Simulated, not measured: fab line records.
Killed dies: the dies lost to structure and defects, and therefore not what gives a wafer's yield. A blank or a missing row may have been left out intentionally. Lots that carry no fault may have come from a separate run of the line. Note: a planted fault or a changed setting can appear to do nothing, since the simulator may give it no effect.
Which of the tools did it? :: flow gf180mcu :: Sampling: 12 lots, 36 wafers, 5 of 602 route steps

== WHAT THE GAUGES SHOWED, per wafer ==
GF_M4_THK_MEAS_06: measures by xrf.
lot: L982
measured: day 22 14:25
on: filmMetro-01
M4_ALCU_THK (nm): 457 454 460

lot: L983
measured: day 23 02:07
on: filmMetro-01
M4_ALCU_THK (nm): 462 463 461

lot: L986
measured: day 24 06:22
on: filmMetro-01
M4_ALCU_THK (nm): 459 460 456

lot: L994
measured: day 26 23:25
on: filmMetro-04
M4_ALCU_THK (nm): 443 445 447

lot: L995
measured: day 27 03:01
on: filmMetro-04
M4_ALCU_THK (nm): 446 455 448

lot: L996
measured: day 27 15:50
on: filmMetro-01
M4_ALCU_THK (nm): 448 452 447

lot: L998
measured: day 28 02:37
on: filmMetro-03
M4_ALCU_THK (nm): 444 446 446

lot: L100
measured: day 28 17:32
on: filmMetro-03
M4_ALCU_THK (nm): 448 448 449

lot: L101
measured: day 29 04:13
on: filmMetro-01
M4_ALCU_THK (nm): 457 454 454

lot: L102
measured: day 29 05:28
on: filmMetro-04
M4_ALCU_THK (nm): 455 451 452

lot: L103
measured: day 29 14:49
on: filmMetro-03
M4_ALCU_THK (nm): 450 451 453

lot: L104
measured: day 29 15:52
on: filmMetro-04
M4_ALCU_THK (nm): 454 450 451

GF_M4_OVL_MEAS_15.
lot: L982
measured: day 23 12:32
on: overlay-01
M4_OVL (nm): -2 3 1

lot: L983
measured: day 23 23:52
on: overlay-02
M4_OVL (nm): -6 2 4

lot: L986
measured: day 25 04:07
on: overlay-02
M4_OVL (nm): 1 4 -5

lot: L994
measured: day 27 19:19
on: overlay-02
M4_OVL (nm): -8 -9 -4

lot: L995
measured: day 27 22:53
on: overlay-02
M4_OVL (nm): 1 3 3

lot: L996
measured: day 28 11:23
on: overlay-02
M4_OVL (nm): -5 -2 -2

lot: L998
measured: day 28 22:08
on: overlay-02
M4_OVL (nm): 2 -3 0

lot: L100
measured: day 29 12:27
on: overlay-02
M4_OVL (nm): -2 4 -1

lot: L101
measured: day 29 23:09
on: overlay-01
M4_OVL (nm): 10 5 1

lot: L102
measured: day 30 00:17
on: overlay-01
M4_OVL (nm): -3 3 -3

lot: L103
measured: day 30 09:35
on: overlay-01
M4_OVL (nm): -5 -3 0

lot: L104
measured: day 30 10:13
on: overlay-02
M4_OVL (nm): 2 4 -1

GF_V4_THK_MEAS_01.
lot: L982
measured: day 23 13:19
on: filmMetro-01
V4_CVD_00_THK (nm): 592 602 597

lot: L983
measured: day 24 00:40
on: filmMetro-02
V4_CVD_00_THK (nm): 906 906 913

lot: L986
measured: day 25 04:55
on: filmMetro-01
V4_CVD_00_THK (nm): 909 906 903

lot: L994
measured: day 27 20:07
on: filmMetro-04
V4_CVD_00_THK (nm): 588 585 594

lot: L995
measured: day 27 23:40
on: filmMetro-02
V4_CVD_00_THK (nm): 614 589 598

lot: L996
measured: day 28 12:11
on: filmMetro-01
V4_CVD_00_THK (nm): 601 602 590

lot: L998
measured: day 28 22:53
on: filmMetro-01
V4_CVD_00_THK (nm): 608 609 607

lot: L100
measured: day 29 13:37
on: filmMetro-01
V4_CVD_00_THK (nm): 588 602 599

lot: L101
measured: day 29 23:56
on: filmMetro-01
V4_CVD_00_THK (nm): 603 604 607

lot: L102
measured: day 30 01:23
on: filmMetro-02
V4_CVD_00_THK (nm): 584 607 601

lot: L103
measured: day 30 10:26
on: filmMetro-01
V4_CVD_00_THK (nm): 610 599 607

lot: L104
measured: day 30 11:10
on: filmMetro-04
V4_CVD_00_THK (nm): 607 603 605

== WHICH TOOL RAN EACH LOT (tool, then ch and the chambers of the sampled wafers, then the start) ==
lot: L982
GF_V3_ETCH_16: rieDiel-01 ch 1,2,3, day 22 12:41
GF_V4_CVD_00: hdpcvd-02 ch 0,1,2, day 23 13:13

lot: L983
GF_V3_ETCH_16: rieDiel-04 ch 2,3, day 23 00:25
GF_V4_CVD_00: hdpcvd-02 ch 0,1, day 24 00:35

lot: L986
GF_V3_ETCH_16: rieDiel-04 ch 1,2,3, day 24 04:26
GF_V4_CVD_00: hdpcvd-02 ch 0,2, day 25 04:50

lot: L994
GF_V3_ETCH_16: rieDiel-01 ch 0,1,2, day 26 21:35
GF_V4_CVD_00: hdpcvd-02 ch 1,2, day 27 20:01

lot: L995
GF_V3_ETCH_16: rieDiel-04 ch 0,2, day 27 01:19
GF_V4_CVD_00: hdpcvd-02 ch 0,1,2, day 27 23:35

lot: L996
GF_V3_ETCH_16: rieDiel-03 ch 0,3, day 27 14:02
GF_V4_CVD_00: hdpcvd-02 ch 0,1, day 28 12:05

lot: L998
GF_V3_ETCH_16: rieDiel-03 ch 0,2, day 28 00:53
GF_V4_CVD_00: hdpcvd-01 ch 0,1,2, day 28 22:49

lot: L100
GF_V3_ETCH_16: rieDiel-01 ch 0,2, day 28 15:48
GF_V4_CVD_00: hdpcvd-02 ch 0,2, day 29 13:33

lot: L101
GF_V3_ETCH_16: rieDiel-01 ch 0,1,3, day 29 02:28
GF_V4_CVD_00: hdpcvd-02 ch 0,1,2, day 29 23:52

lot: L102
GF_V3_ETCH_16: rieDiel-03 ch 0,2,3, day 29 03:46
GF_V4_CVD_00: hdpcvd-02 ch 0,1,2, day 30 01:19

lot: L103
GF_V3_ETCH_16: rieDiel-01 ch 0,1,2, day 29 12:35
GF_V4_CVD_00: hdpcvd-02 ch 1,2, day 30 10:21

lot: L104
GF_V3_ETCH_16: rieDiel-03 ch 0,2,3, day 29 13:55
GF_V4_CVD_00: hdpcvd-02 ch 0,1, day 30 11:05
- GF_V3_ETCH_16: etches BARC in N2/H2.
- GF_V4_CVD_00: deposits SiO2, target thk 600 nm, time 100 s.

== WHAT THE TOOLS THEMSELVES READ (means of the sampled wafers that have a number; where no wafer has one, the mark that the record gives instead) ==
GF_V3_ETCH_16.
lot: L982
tool: rieDiel-01
biasW (W): 99.83
drypumpMotorCurrentA (A): 5.7
h2FlowSccm (sccm): 199.8
oesProductAu (a.u.): 0.854
throttleValvePct (%): 13.216

lot: L983
tool: rieDiel-04
biasW (W): 100.07
drypumpMotorCurrentA (A): 5.6
h2FlowSccm (sccm): 199.6
oesProductAu (a.u.): 0.858
throttleValvePct (%): 13.229

lot: L986
tool: rieDiel-04
biasW (W): 100.25
drypumpMotorCurrentA (A): 5.4
h2FlowSccm (sccm): 200.4
oesProductAu (a.u.): 0.858
throttleValvePct (%): 13.214

lot: L994
tool: rieDiel-01
biasW (W): 100.15
drypumpMotorCurrentA (A): 5.4
h2FlowSccm (sccm): 200.5
oesProductAu (a.u.): 0.858
throttleValvePct (%): 13.219

lot: L995
tool: rieDiel-04
biasW (W): 100.08
drypumpMotorCurrentA (A): 5.5
h2FlowSccm (sccm): 200.0
oesProductAu (a.u.): 0.859
throttleValvePct (%): 13.232

lot: L996
tool: rieDiel-03
biasW (W): 100.27
drypumpMotorCurrentA (A): 5.6
h2FlowSccm (sccm): 200.3
oesProductAu (a.u.): 0.859
throttleValvePct (%): 13.235

lot: L998
tool: rieDiel-03
biasW (W): 100.04
drypumpMotorCurrentA (A): 6.3
h2FlowSccm (sccm): 199.8
oesProductAu (a.u.): 0.856
throttleValvePct (%): 13.219

lot: L100
tool: rieDiel-01
biasW (W): 99.99
drypumpMotorCurrentA (A): 5.1
h2FlowSccm (sccm): 199.6
oesProductAu (a.u.): 0.855
throttleValvePct (%): 13.230

lot: L101
tool: rieDiel-01
biasW (W): 100.13
drypumpMotorCurrentA (A): 5.4
h2FlowSccm (sccm): 199.4
oesProductAu (a.u.): 0.857
throttleValvePct (%): 13.218

lot: L102
tool: rieDiel-03
biasW (W): 100.01
drypumpMotorCurrentA (A): 6.0
h2FlowSccm (sccm): 199.7
oesProductAu (a.u.): 0.857
throttleValvePct (%): 13.229

lot: L103
tool: rieDiel-01
biasW (W): 99.87
drypumpMotorCurrentA (A): 5.5
h2FlowSccm (sccm): 199.9
oesProductAu (a.u.): 0.855
throttleValvePct (%): 13.222

lot: L104
tool: rieDiel-03
biasW (W): 100.06
drypumpMotorCurrentA (A): 5.9
h2FlowSccm (sccm): 200.4
oesProductAu (a.u.): 0.854
throttleValvePct (%): 13.226

GF_V4_CVD_00.
lot: L982
tool: hdpcvd-02
sih4FlowSccm (sccm): 60.02

lot: L983
tool: hdpcvd-02
sih4FlowSccm (sccm): 90.12

lot: L986
tool: hdpcvd-02
sih4FlowSccm (sccm): 89.92

lot: L994
tool: hdpcvd-02
sih4FlowSccm (sccm): 60.08

lot: L995
tool: hdpcvd-02
sih4FlowSccm (sccm): 60.00

lot: L996
tool: hdpcvd-02
sih4FlowSccm (sccm): 59.98

lot: L998
tool: hdpcvd-01
sih4FlowSccm (sccm): 60.07

lot: L100
tool: hdpcvd-02
sih4FlowSccm (sccm): 59.89

lot: L101
tool: hdpcvd-02
sih4FlowSccm (sccm): 60.11

lot: L102
tool: hdpcvd-02
sih4FlowSccm (sccm): 60.15

lot: L103
tool: hdpcvd-02
sih4FlowSccm (sccm): 60.12

lot: L104
tool: hdpcvd-02
sih4FlowSccm (sccm): 60.06

== THE ANSWER, worked out from the rows above alone ==
Rule: usual is defined by the lots themselves. The widest of any qualifying gaps counts: lots, ordered by their means at a reading, are off when they make up no more than a third of the lots, leave a main group of 4 or more, and stand apart from it by 3 or more times the standard deviation of that group's means. Not used: any main group whose means are identical at the precision the tables above print for the reading. A lot without any number at a reading at which 4 lots or more have one is off too. Any other lot the step has rows for is counted as sound. After the gauges, taken in route order, come the tools' own readings; for these a lot's mean is taken, as printed above. At the first step where some lot is off, the reading lying furthest off is the one used; lots without a number count as furthest.
Off: L983, L986, seen at GF_V4_THK_MEAS_01 (V4_CVD_00_THK). Mean 600 nm and standard deviation 5.4 in the main group.
If a tool, at a process step before that reading, ran all the lots that are off and no sound lot after the first of them, it fits. Not tried: the gauges at GF_V4_THK_MEAS_01; whatever is off there is also off at GF_V4_CVD_00, on other tools, and gauge error can't account for it. None of those tried fits.

== WHAT THE SIMULATOR HAD PUT IN ==
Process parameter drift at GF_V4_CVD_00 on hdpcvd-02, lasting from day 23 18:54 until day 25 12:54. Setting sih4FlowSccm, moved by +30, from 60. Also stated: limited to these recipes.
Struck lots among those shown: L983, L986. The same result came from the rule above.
